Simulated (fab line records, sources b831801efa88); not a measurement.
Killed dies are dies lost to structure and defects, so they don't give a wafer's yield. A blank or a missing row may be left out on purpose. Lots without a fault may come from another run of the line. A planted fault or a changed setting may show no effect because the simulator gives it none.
fab line records | flow sky130
record lots=12 wafers=36 last_day=51
route steps=708 shown FIELD_ISO@14 VT_ADJUST_HVTP@91 VT_ADJUST_NCORE@130 PAD_OPEN@708
lots that met no fault: from a run of the same line without faults
start_h: hours from the record's first day to the start of the lot's first wafer shown | wait_h: hours since the lot's step before | " the same as in the row above | L1.1+2: a row that stands for several wafers | - no value, or no start given | * or withheld: withheld | < > ~ a bound
route shown NAME@n: a module of which the file shows steps, and the number in the route of the first | usual: mean/standard deviation of fault-free wafers | same: alike in all rows | chamber/n: place in a boat | sites: the reading at each site | _std_site: their standard deviation | _edge_site: outer sites' mean less inner sites' | radius_mm: how far each site lies from the wafer's centre | mask NAME#n: copy n | behind: the tool/chamber that last shaped the wafer | hold: why the lot was held/for how many hours/how that ended | device: the transistor (n, p or np) that didn't switch | end of line: the same wafers' tests at the end of the route | a step without rows: its recipe alone | killed: dies lost to structure and defects at the first sort, not the wafer's yield | map: a wafer's dies, x killed, . not, _ none there
set.NAME: the setting as run; set.NAME@STEP: as run at that earlier step | model.NAME: the simulator's own value behind a step, which no gauge read
steps of the route over a sample of lots; a table a step, a row a wafer
## steps
# step SKY_FIELD_ISO_CD_MEAS_13
# recipe target_cd_nm=150
# usual cd_nm=149.9/1.4
# columns lot.wafer tool chamber start_h wait_h cd_nm
L528.1 cd_sem-01 - 39.01 - 149.0
L528.3 " - " " 149.5
L528.5 " - " " 150.1
L531.2 cd_sem-02 - 54.09 - 148.4
L531.5 " - " " 147.4
L531.6 " - " " 148.4
L532.2 cd_sem-02 - 60.58 - 151.5
L532.4 " - " " 152.3
L532.6 " - " " 153.8
L533.4 cd_sem-02 - 64.78 - 149.8
L533.5 " - " " 150.4
L533.6 " - " " 148.4
L534.2 cd_sem-02 - 69.54 - 151.4
L534.4 " - " " 151.9
L534.6 " - " " 151.4
L535.1 cd_sem-01 - 74.87 - 150.6
L535.3 " - " " 149.9
L535.5 " - " " 150.5
L536.1 cd_sem-02 - 82.26 - 152.7
L536.5 " - " " 153.3
L536.6 " - " " 152.6
L538.1 cd_sem-02 - 90.27 - 149.8
L538.4 " - " " 149.9
L538.5 " - " " 152.0
L546.1 cd_sem-02 - 132.87 - 150.7
L546.2 " - " " 150.5
L546.6 " - " " 150.0
L547.1 cd_sem-01 - 137.72 - 149.5
L547.4 " - " " 149.4
L547.5 " - " " 151.1
L548.1 cd_sem-01 - 143.62 - 150.7
L548.3 " - " " 150.3
L548.6 " - " " 150.6
L549.4 cd_sem-01 - 147.42 - 151.4
L549.5 " - " " 151.8
L549.6 " - " " 150.4
# step SKY_FIELD_ISO_THK_MEAS_25
# recipe reads=SiO2_of_FIELD_ISO_CVD_24
# usual FIELD_ISO_CVD_24_THK=603/6
# columns lot.wafer tool chamber start_h wait_h FIELD_ISO_CVD_24_THK[nm]
L528.1 film_metro-02 - 40.99 0.0 612
L528.3 " - " " 601
L528.5 " - " " 616
L531.2 film_metro-04 - 56.09 0.0 607
L531.5 " - " " 601
L531.6 " - " " 613
L532.2 film_metro-02 - 64.61 0.0 602
L532.4 " - " " 593
L532.6 " - " " 596
L533.4 film_metro-04 - 75.30 0.0 611
L533.5 " - " " 607
L533.6 " - " " 612
L534.2 film_metro-01 - 75.36 0.0 613
L534.4 " - " " 606
L534.6 " - " " 610
L535.1 film_metro-02 - 79.44 0.0 607
L535.3 " - " " 594
L535.5 " - " " 609
L536.1 film_metro-01 - 85.33 0.0 607
L536.5 " - " " 606
L536.6 " - " " 607
L538.1 film_metro-01 - 96.47 0.0 611
L538.4 " - " " 606
L538.5 " - " " 610
L546.1 film_metro-02 - 137.77 0.0 600
L546.2 " - " " 602
L546.6 " - " " 601
L547.1 film_metro-01 - 147.73 0.0 601
L547.4 " - " " 604
L547.5 " - " " 599
L548.1 film_metro-04 - 147.73 0.0 601
L548.3 " - " " 603
L548.6 " - " " 602
L549.4 film_metro-02 - 153.03 0.0 604
L549.5 " - " " 601
L549.6 " - " " 601
# step SKY_VT_ADJUST_HVTP_DEVELOP_06
# recipe resist=NOVOLAK developer=TMAH develop_time_s=60 dev_temp_c=23
# columns lot.wafer tool chamber start_h wait_h
L528.1+3+5 litho_track-01 0 134.16 0.1
L531.2+5+6 litho_track-04 0 149.34 0.1
L532.2+4+6 litho_track-04 0 161.24 0.1
L533.4+5+6 litho_track-02 0 170.89 0.1
L534.2+4+6 litho_track-02 0 174.89 0.1
L535.1+3+5 litho_track-02 0 177.87 0.1
L536.1+5+6 litho_track-02 0 187.32 0.1
L538.1+4+5 litho_track-02 0 199.62 0.1
L546.1+2+6 litho_track-01 0 260.71 0.1
L548.1+3+6 litho_track-01 0 265.66 0.1
L547.1+4+5 litho_track-04 0 266.02 0.1
L549.4+5+6 litho_track-04 0 275.39 0.1
# step SKY_VT_ADJUST_HVTP_CD_MEAS_07
# recipe target_cd_nm=380
# usual cd_nm=378.7/2.3
# columns lot.wafer tool chamber start_h wait_h cd_nm
L528.1 cd_sem-01 - 134.31 0.1 381.2
L528.3 " - " " 383.1
L528.5 " - " " 378.6
L531.2 cd_sem-02 - 149.49 0.1 379.7
L531.5 " - " " 377.4
L531.6 " - " " 379.1
L532.2 cd_sem-02 - 161.39 0.1 377.5
L532.4 " - " " 377.7
L532.6 " - " " 378.3
L533.4 cd_sem-02 - 171.03 0.1 374.4
L533.5 " - " " 373.8
L533.6 " - " " 371.7
L534.2 cd_sem-01 - 175.04 0.1 375.7
L534.4 " - " " 375.3
L534.6 " - " " 379.9
L535.1 cd_sem-02 - 178.02 0.1 374.1
L535.3 " - " " 374.6
L535.5 " - " " 376.0
L536.1 cd_sem-02 - 187.47 0.1 -
L536.5 " - " " -
L536.6 " - " " -
L538.1 cd_sem-02 - 199.77 0.1 -
L538.4 " - " " -
L538.5 " - " " -
L546.1 cd_sem-01 - 260.86 0.1 377.5
L546.2 " - " " 379.1
L546.6 " - " " 377.0
L548.1 cd_sem-01 - 265.81 0.1 374.1
L548.3 " - " " 377.7
L548.6 " - " " 377.4
L547.1 cd_sem-01 - 266.17 0.1 381.4
L547.4 " - " " 381.2
L547.5 " - " " 379.1
L549.4 cd_sem-01 - 275.53 0.1 377.8
L549.5 " - " " 375.9
L549.6 " - " " 377.2
# step SKY_VT_ADJUST_HVTP_OVL_MEAS_08
# usual VT_ADJUST_HVTP_OVL=1.0/1.5
# columns lot.wafer tool chamber start_h wait_h VT_ADJUST_HVTP_OVL[nm]
L528.1 overlay-01 - 134.43 0.1 1.1
L528.3 " - " " 0.5
L528.5 " - " " 0.5
L531.2 overlay-02 - 149.59 0.1 1.9
L531.5 " - " " 2.1
L531.6 " - " " 2.7
L532.2 overlay-01 - 161.49 0.1 -0.8
L532.4 " - " " 0.5
L532.6 " - " " -0.9
L533.4 overlay-02 - 171.11 0.1 0.1
L533.5 " - " " 1.0
L533.6 " - " " -1.4
L534.2 overlay-02 - 175.15 0.1 -0.4
L534.4 " - " " 1.3
L534.6 " - " " 2.6
L535.1 overlay-02 - 178.14 0.1 0.6
L535.3 " - " " 1.1
L535.5 " - " " 2.3
L536.1 overlay-01 - 187.59 0.1 -
L536.5 " - " " -
L536.6 " - " " -
L538.1 overlay-01 - 199.89 0.1 -
L538.4 " - " " -
L538.5 " - " " -
L546.1 overlay-01 - 260.98 0.1 3.9
L546.2 " - " " 2.6
L546.6 " - " " 2.5
L548.1 overlay-01 - 265.93 0.1 1.9
L548.3 " - " " 1.1
L548.6 " - " " -1.3
L547.1 overlay-02 - 266.29 0.1 2.9
L547.4 " - " " 1.4
L547.5 " - " " 2.0
L549.4 overlay-02 - 275.60 0.1 0.6
L549.5 " - " " 0.4
L549.6 " - " " 1.7
# step SKY_VT_ADJUST_HVTP_TW_MEAS_11
# usual VT_ADJUST_HVTP_TW=1356/11
# columns lot.wafer tool chamber start_h wait_h VT_ADJUST_HVTP_TW
L528.1 film_metro-02 - 134.72 0.1 1333
L528.3 " - " " 1340
L528.5 " - " " 1340
L531.2 film_metro-02 - 149.88 0.1 1335
L531.5 " - " " 1340
L531.6 " - " " 1333
L532.2 film_metro-04 - 161.78 0.1 1357
L532.4 " - " " 1350
L532.6 " - " " 1359
L533.4 film_metro-02 - 171.41 0.1 1356
L533.5 " - " " 1359
L533.6 " - " " 1350
L534.2 film_metro-03 - 175.44 0.1 1372
L534.4 " - " " 1370
L534.6 " - " " 1374
L535.1 film_metro-02 - 178.43 0.1 1365
L535.3 " - " " 1364
L535.5 " - " " 1359
L536.1 film_metro-03 - 187.88 0.1 30
L536.5 " - " " 30
L536.6 " - " " 30
L538.1 film_metro-03 - 200.18 0.1 30
L538.4 " - " " 30
L538.5 " - " " 31
L546.1 film_metro-02 - 261.27 0.1 1357
L546.2 " - " " 1339
L546.6 " - " " 1339
L548.1 film_metro-03 - 266.22 0.1 1367
L548.3 " - " " 1363
L548.6 " - " " 1367
L547.1 film_metro-04 - 266.57 0.1 1364
L547.4 " - " " 1370
L547.5 " - " " 1363
L549.4 film_metro-04 - 275.90 0.1 1359
L549.5 " - " " 1357
L549.6 " - " " 1358
# step SKY_VT_ADJUST_NCORE_TW_MEAS_11
# usual VT_ADJUST_NCORE_TW=219.3/0.89
# columns lot.wafer tool chamber start_h wait_h VT_ADJUST_NCORE_TW
L528.1 film_metro-01 - 192.57 0.1 218.4
L528.3 " - " " 219.2
L528.5 " - " " 218.8
L531.2 film_metro-02 - 209.59 0.1 219.5
L531.5 " - " " 220.0
L531.6 " - " " 219.1
L532.2 film_metro-01 - 225.33 0.1 218.7
L532.4 " - " " 219.6
L532.6 " - " " 219.1
L533.4 film_metro-04 - 235.90 0.1 221.1
L533.5 " - " " 220.1
L533.6 " - " " 219.2
L534.2 film_metro-04 - 241.19 0.1 217.7
L534.4 " - " " 218.7
L534.6 " - " " 218.6
L535.1 film_metro-02 - 244.87 0.1 218.9
L535.3 " - " " 218.7
L535.5 " - " " 219.2
L536.1 film_metro-02 - 254.78 0.1 219.8
L536.5 " - " " 217.9
L536.6 " - " " 217.1
L538.1 film_metro-04 - 269.72 0.1 221.0
L538.4 " - " " 219.3
L538.5 " - " " 219.8
L546.1 film_metro-04 - 339.17 0.1 218.8
L546.2 " - " " 220.3
L546.6 " - " " 219.1
L548.1 film_metro-02 - 345.32 0.1 218.6
L548.3 " - " " 218.5
L548.6 " - " " 218.6
L547.1 film_metro-04 - 345.73 0.1 219.6
L547.4 " - " " 218.7
L547.5 " - " " 220.1
L549.4 film_metro-04 - 356.10 0.1 220.1
L549.5 " - " " 219.0
L549.6 " - " " 219.6
# step SKY_PAD_OPEN_PROBE_99
# usual killed_at_M0_to_M3=43/6 killed_at_M4_up=3.2/1.9 killed_at_contacts=25/5.4 killed_at_front_end=15/4.5 killed_at_other=0.3/0.59 killed_dies=87/8.7 killed_on_rim=17/3.5 killed_open=47/6.7 killed_short=39/5.7
# same gross_dies=492 killed_at_back_side=0
# columns lot.wafer tool chamber start_h wait_h killed_at_M0_to_M3 killed_at_M4_up killed_at_contacts killed_at_front_end killed_at_other killed_dies killed_on_rim killed_open killed_short
L534.2 prober-01 - 1135.46 0.1 38 1 24 19 0 82 18 41 41
L534.4 prober-01 - 1135.56 0.2 34 1 26 17 1 79 14 38 41
L534.6 prober-01 - 1135.66 0.2 45 6 36 20 0 107 21 58 49
L536.1 prober-01 - 1159.23 0.1 36 2 36 417 1 492 96 50 35
L536.5 prober-01 - 1159.43 0.2 50 7 33 402 0 492 96 53 49
L536.6 prober-01 - 1159.48 0.2 42 4 21 425 0 492 96 46 34
L538.1 prober-01 - 1160.73 0.1 35 3 21 433 0 492 96 39 30
L538.4 prober-01 - 1160.88 0.2 56 4 30 402 0 492 96 53 54
L538.5 prober-01 - 1160.93 0.2 42 5 25 420 0 492 96 43 43
L546.1 prober-01 - 1208.59 0.1 38 1 28 18 1 86 18 46 40
L546.6 prober-01 - 1208.84 0.2 44 1 31 9 0 85 17 49 36
L547.1 prober-02 - 1208.94 0.1 43 2 29 18 0 92 16 48 44
L547.4 prober-02 - 1209.09 0.2 37 0 32 10 0 79 25 41 38
L547.5 prober-02 - 1209.14 0.2 45 1 22 15 1 84 13 50 34
L548.1 prober-01 - 1210.09 0.1 35 7 19 10 0 71 12 38 33
L548.3 prober-01 - 1210.19 0.2 48 5 29 11 0 93 19 59 34
L548.6 prober-01 - 1210.34 0.2 47 4 23 15 0 89 17 52 37
# killed by level:class
L534.2 CONTACT:geometric_particle:open=8 FIELD_ISO:geometric_particle:short=7 METAL2:geometric_particle:short=6 LI_CONTACT:geometric_particle:open=6 LOCAL_INTERCONNECT:geometric_particle:short=5 VIA1:geometric_particle:open=5 FIELD_ISO:geometric_particle:open=4 CONTACT:geometric_particle:short=4
L534.4 CONTACT:geometric_particle:short=7 CONTACT:geometric_particle:open=7 VIA3:geometric_particle:open=6 LI_CONTACT:geometric_particle:open=5 VIA2:geometric_particle:open=5 FIELD_ISO:geometric_particle:open=4 LOCAL_INTERCONNECT:geometric_particle:short=4 POLY_GATE:geometric_particle:short=4
L534.6 CONTACT:geometric_particle:open=11 VIA2:geometric_particle:open=10 VIA1:geometric_particle:open=9 FIELD_ISO:geometric_particle:open=7 LI_CONTACT:geometric_particle:open=7 METAL2:geometric_particle:short=7 LOCAL_INTERCONNECT:geometric_particle:short=6 CONTACT:geometric_particle:short=6
L536.1 VT_ADJUST_HVTP:area_develop=407 LI_CONTACT:geometric_particle:open=13 CONTACT:geometric_particle:open=8 VIA1:geometric_particle:open=7 LOCAL_INTERCONNECT:geometric_particle:short=6 CONTACT:geometric_particle:short=6 METAL1:geometric_particle:short=6 VIA3:geometric_particle:open=6
L536.5 VT_ADJUST_HVTP:area_develop=390 VIA1:geometric_particle:open=12 VIA2:geometric_particle:open=11 CONTACT:geometric_particle:open=11 LOCAL_INTERCONNECT:geometric_particle:short=6 METAL1:geometric_particle:short=6 LI_CONTACT:geometric_particle:short=5 CONTACT:geometric_particle:short=5
L536.6 VT_ADJUST_HVTP:area_develop=412 VIA1:geometric_particle:open=11 VIA3:geometric_particle:open=8 CONTACT:geometric_particle:short=6 CONTACT:geometric_particle:open=5 METAL1:geometric_particle:short=5 LI_CONTACT:geometric_particle:open=4 LOCAL_INTERCONNECT:geometric_particle:short=4
L538.1 VT_ADJUST_HVTP:area_develop=423 LI_CONTACT:geometric_particle:open=8 VIA1:geometric_particle:open=8 CONTACT:geometric_particle:open=5 METAL2:geometric_particle:short=5 FIELD_ISO:geometric_particle:open=4 LOCAL_INTERCONNECT:geometric_particle:short=4 CONTACT:geometric_particle:short=4
L538.4 VT_ADJUST_HVTP:area_develop=385 METAL2:geometric_particle:short=11 CONTACT:geometric_particle:open=10 METAL1:geometric_particle:short=9 VIA1:geometric_particle:open=9 LI_CONTACT:geometric_particle:open=8 VIA3:geometric_particle:open=8 FIELD_ISO:geometric_particle:open=6
L538.5 VT_ADJUST_HVTP:area_develop=406 CONTACT:geometric_particle:open=9 VIA1:geometric_particle:open=9 LOCAL_INTERCONNECT:geometric_particle:short=6 VIA1:geometric_particle:short=6 VIA2:geometric_particle:open=6 FIELD_ISO:geometric_particle:short=5 METAL1:geometric_particle:short=5
L546.1 VIA1:geometric_particle:open=13 CONTACT:geometric_particle:open=10 POLY_GATE:geometric_particle:short=9 LOCAL_INTERCONNECT:geometric_particle:short=6 LI_CONTACT:geometric_particle:open=5 VIA3:geometric_particle:open=5 CONTACT:geometric_particle:short=4 VIA1:geometric_particle:short=3
L546.6 CONTACT:geometric_particle:open=11 VIA3:geometric_particle:open=8 LI_CONTACT:geometric_particle:open=7 CONTACT:geometric_particle:short=7 VIA2:geometric_particle:open=7 VIA1:geometric_particle:open=6 VIA3:geometric_particle:short=6 LOCAL_INTERCONNECT:geometric_particle:short=5
L547.1 CONTACT:geometric_particle:open=11 VIA1:geometric_particle:open=8 VIA2:geometric_particle:open=7 LOCAL_INTERCONNECT:geometric_particle:short=7 LI_CONTACT:geometric_particle:open=5 METAL1:geometric_particle:short=5 METAL3:geometric_particle:short=5 VIA1:geometric_particle:short=5
L547.4 CONTACT:geometric_particle:open=10 CONTACT:geometric_particle:short=7 VIA2:geometric_particle:open=7 LI_CONTACT:geometric_particle:short=6 LI_CONTACT:geometric_particle:open=6 VIA1:geometric_particle:short=6 METAL1:geometric_particle:short=5 POLY_GATE:geometric_particle:open=4
L547.5 VIA1:geometric_particle:open=15 LI_CONTACT:geometric_particle:open=8 VIA3:geometric_particle:open=7 METAL2:geometric_particle:short=6 VIA2:geometric_particle:open=6 CONTACT:geometric_particle:open=5 FIELD_ISO:geometric_particle:open=4 POLY_GATE:geometric_particle:short=4
L548.1 VIA1:geometric_particle:open=10 CONTACT:geometric_particle:open=7 METAL1:geometric_particle:short=7 VIA2:geometric_particle:open=5 METAL4:geometric_particle:short=5 LI_CONTACT:geometric_particle:open=4 CONTACT:geometric_particle:short=4 FIELD_ISO:geometric_particle:short=3
L548.3 CONTACT:geometric_particle:open=13 VIA1:geometric_particle:open=12 POLY_GATE:geometric_particle:open=8 LI_CONTACT:geometric_particle:open=8 VIA1:geometric_particle:short=8 VIA2:geometric_particle:open=8 METAL1:geometric_particle:short=5 LOCAL_INTERCONNECT:geometric_particle:short=5
L548.6 VIA1:geometric_particle:open=15 CONTACT:geometric_particle:open=9 VIA3:geometric_particle:open=9 METAL1:geometric_particle:short=6 POLY_GATE:geometric_particle:open=5 LI_CONTACT:geometric_particle:open=5 VIA1:geometric_particle:short=5 VIA2:geometric_particle:open=5
## key
first_sign step=SKY_VT_ADJUST_HVTP_CD_MEAS_07 reading=cd_nm direction=missing
effect step=SKY_VT_ADJUST_HVTP_OVL_MEAS_08 reading=VT_ADJUST_HVTP_OVL direction=missing
effect step=SKY_VT_ADJUST_HVTP_TW_MEAS_11 reading=VT_ADJUST_HVTP_TW direction=down sigmas=99+ usual=1356 struck=30
effect step=SKY_PAD_OPEN_PROBE_99 reading=killed_at_front_end direction=up sigmas=90 usual=15 struck=416
more_kills_born_at SKY_VT_ADJUST_HVTP_DEVELOP_06@litho_track-02=2423
met_at SKY_VT_ADJUST_HVTP_DEVELOP_06
struck_lots L536,L538
tester_left_out L536,L538
not_acting_at SKY_FIELD_ISO_CD_MEAS_13,SKY_FIELD_ISO_THK_MEAS_25,SKY_VT_ADJUST_NCORE_TW_MEAS_11
onset_between 177.87 187.32
fault kind=process_parameter_drift tool=litho_track-02 chamber=- onset_h=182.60 steps=SKY_VT_ADJUST_HVTP_DEVELOP_06 channel=develop_time_s offset=* shape=step end_h=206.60 acts_in=* stated=*
# tester_left_out: of these lots the tester's yield and bins aren't shown, on N5 and GAA mostly nor the transistor test; their killed dies are dies lost to structure and defects alone, not to doping, threshold or leakage, so they don't give the yield
